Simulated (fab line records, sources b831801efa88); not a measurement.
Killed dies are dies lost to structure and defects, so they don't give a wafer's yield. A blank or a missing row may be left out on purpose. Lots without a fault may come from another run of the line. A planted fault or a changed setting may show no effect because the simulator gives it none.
Which tool did it? | flow gf180mcu | 13 lots, 39 wafers sampled, at 4 steps of a route of 602

WHAT THE GAUGES READ, wafer by wafer
GF_V2_BOW_MEAS_05.
lot  | measured     | on            | V2_BOW (um)
L558 | day 20 02:32 | film_metro-02 | 94 99 86
L560 | day 20 20:50 | film_metro-03 | 105 91 99
L562 | day 21 02:03 | film_metro-03 | 85 93 106
L570 | day 24 00:17 | film_metro-03 | 106 112 113
L571 | day 24 01:46 | film_metro-03 | 101 88 105
L572 | day 24 03:06 | film_metro-01 | 102 110 102
L573 | day 24 16:52 | film_metro-02 | 100 106 100
L574 | day 24 22:40 | film_metro-02 | 89 102 104
L575 | day 25 08:02 | film_metro-03 | 92 99 102
L576 | day 25 15:08 | film_metro-01 | 95 104 98
L577 | day 25 18:18 | film_metro-02 | 101 104 93
L579 | day 26 07:45 | film_metro-03 | 100 102 97
L581 | day 26 20:48 | film_metro-01 | 101 108 114

WHICH TOOL RAN EACH LOT (tool, then ch and the chambers of the sampled wafers, then the start)
lot  | GF_V1_ETCH_17                                 | GF_V1_CMP_26                  | GF_M2_STRIP_18
L558 | rie_diel-02 ch 0,2, day 19 00:28 or earlier   | cmp-01 ch 0,1,2, day 19 00:28 | wet_bench-04 ch 3, day 20 01:30
L560 | rie_diel-02 ch 1,3, day 19 18:09 or earlier   | cmp-02 ch 0,2,3, day 19 18:09 | wet_bench-04 ch 3, day 20 19:48
L562 | rie_diel-03 ch 0,1,3, day 19 23:54 or earlier | cmp-02 ch 1,2, day 19 23:54   | wet_bench-01 ch 3, day 21 01:03
L570 | rie_diel-03 ch 1,2,3, day 23 00:02 or earlier | cmp-02 ch 0,1,3, day 23 00:02 | wet_bench-03 ch 3, day 23 23:15
L571 | rie_diel-03 ch 1,3, day 23 01:36 or earlier   | cmp-02 ch 0,1,3, day 23 01:36 | wet_bench-03 ch 3, day 24 00:37
L572 | rie_diel-04 ch 1,2,3, day 23 03:06 or earlier | cmp-02 ch 0,1,2, day 23 03:06 | wet_bench-04 ch 2, day 24 02:06
L573 | rie_diel-04 ch 2,3, day 23 17:32 or earlier   | cmp-02 ch 0,1,3, day 23 17:32 | wet_bench-01 ch 3, day 24 15:48
L574 | rie_diel-02 ch 0,2,3, day 23 23:31 or earlier | cmp-02 ch 0,1,3, day 23 23:31 | wet_bench-01 ch 3, day 24 21:37
L575 | rie_diel-02 ch 0,3, day 24 08:25 or earlier   | cmp-02 ch 0,1,3, day 24 08:25 | wet_bench-03 ch 0, day 25 07:00
L576 | rie_diel-04 ch 0,1,3, day 24 15:44 or earlier | cmp-02 ch 0,2,3, day 24 15:44 | wet_bench-01 ch 2, day 25 14:09
L577 | rie_diel-04 ch 1,2,3, day 24 18:57 or earlier | cmp-01 ch 0,1,2, day 24 18:57 | wet_bench-04 ch 2, day 25 17:16
L579 | rie_diel-02 ch 0,2, day 25 08:36 or earlier   | cmp-01 ch 0,2,3, day 25 08:36 | wet_bench-03 ch 3, day 26 06:42
L581 | rie_diel-02 ch 0,1,2, day 25 22:41 or earlier | cmp-02 ch 0,3, day 25 22:41   | wet_bench-03 ch 3, day 26 19:43
- GF_V1_ETCH_17: etches SiO2 in C4F8/O2/Ar, stops on TiN, target depth 630 nm.
- GF_V1_CMP_26: polishes, stops on SiO2, t overpolish 15 s, target thk 0 nm.
- GF_M2_STRIP_18: strips in post etch residue remover, time 1200 s.

WHAT THE TOOLS THEMSELVES READ (means of the sampled wafers that have a number; where no wafer has one, the mark that the record gives instead)
GF_V1_ETCH_17.
lot  | tool        | bias_w (W) | chamber_pressure_mTorr (mTorr) | oes_product_au (a.u.)
L558 | rie_diel-02 | 1201       | 39.98                          | 0.858
L560 | rie_diel-02 | 1198       | 40.03                          | 0.855
L562 | rie_diel-03 | 1202       | 40.05                          | 0.851
L570 | rie_diel-03 | 1200       | 39.98                          | 0.855
L571 | rie_diel-03 | 1200       | 40.01                          | 0.851
L572 | rie_diel-04 | 1204       | 40.00                          | 0.852
L573 | rie_diel-04 | 1203       | 40.01                          | 0.853
L574 | rie_diel-02 | 1200       | 39.99                          | 0.857
L575 | rie_diel-02 | 1198       | 40.00                          | 0.853
L576 | rie_diel-04 | 1198       | 40.00                          | 0.855
L577 | rie_diel-04 | 1199       | 40.02                          | 0.854
L579 | rie_diel-02 | 1202       | 40.01                          | 0.858
L581 | rie_diel-02 | 1201       | 40.00                          | 0.851

GF_V1_CMP_26.
lot  | tool   | motor_current_A (A) | overpolish_run_s (s) | retaining_ring_pressure_frac | time_to_endpoint_s (s)
L558 | cmp-01 | 9.7                 | 14.994               | 1.001                        | 81
L560 | cmp-02 | 10.3                | 15.007               | 0.996                        | 89
L562 | cmp-02 | 10.2                | 14.997               | 0.997                        | 86
L570 | cmp-02 | 11.0                | 15.001               | 0.998                        | 88
L571 | cmp-02 | 11.0                | 14.992               | 1.000                        | 88
L572 | cmp-02 | 10.3                | 14.994               | 1.003                        | 87
L573 | cmp-02 | 10.8                | 15.002               | 1.000                        | 86
L574 | cmp-02 | 10.8                | 14.994               | 0.994                        | 86
L575 | cmp-02 | 11.1                | 14.998               | 0.994                        | 86
L576 | cmp-02 | 10.1                | 15.002               | 1.004                        | 81
L577 | cmp-01 | 9.8                 | 14.998               | 1.000                        | 83
L579 | cmp-01 | 10.0                | 15.002               | 0.997                        | 83
L581 | cmp-02 | 10.7                | 14.995               | 0.995                        | 89

GF_M2_STRIP_18.
lot  | tool         | run_length_s (s)
L558 | wet_bench-04 | 1224
L560 | wet_bench-04 | 1142
L562 | wet_bench-01 | 1226
L570 | wet_bench-03 | 1233
L571 | wet_bench-03 | 1233
L572 | wet_bench-04 | 1226
L573 | wet_bench-01 | 1234
L574 | wet_bench-01 | 1233
L575 | wet_bench-03 | 1227
L576 | wet_bench-01 | 1226
L577 | wet_bench-04 | 1232
L579 | wet_bench-03 | 1235
L581 | wet_bench-03 | 1235

THE ANSWER, worked out from the rows above alone
Rule: what is usual is taken from the lots themselves. Put in order of their means at a reading, lots are off if they are a third of the lots or fewer, leave a main group of 4 or more, and stand apart from it by a gap of 3 or more times the standard deviation of the main group's means; of several such gaps the widest counts. A main group whose means are all the same, to the digits that the tables above print for the reading, isn't used. A lot without any number at a reading at which 4 lots or more have one is off too. The other lots that the step has rows for count as sound. The gauges are gone through in route order, then the tools' own readings, and for those a lot's mean is taken as printed above. The first step at which some lot is off is used, and at that step the reading that is off furthest; a lot without a number counts as furthest.
Off: L560, at GF_M2_STRIP_18 (run_length_s). The main group: mean 1230 s, standard deviation 4.
A tool fits if, at that step or a process step before it, it ran every lot that is off, and no sound lot after the first of them. GF_V1_ETCH_17 gives no start for some lots, so the hours and the order of its lots are those of GF_V1_CMP_26. None of those tried fits.

WHAT THE SIMULATOR HAD PUT IN
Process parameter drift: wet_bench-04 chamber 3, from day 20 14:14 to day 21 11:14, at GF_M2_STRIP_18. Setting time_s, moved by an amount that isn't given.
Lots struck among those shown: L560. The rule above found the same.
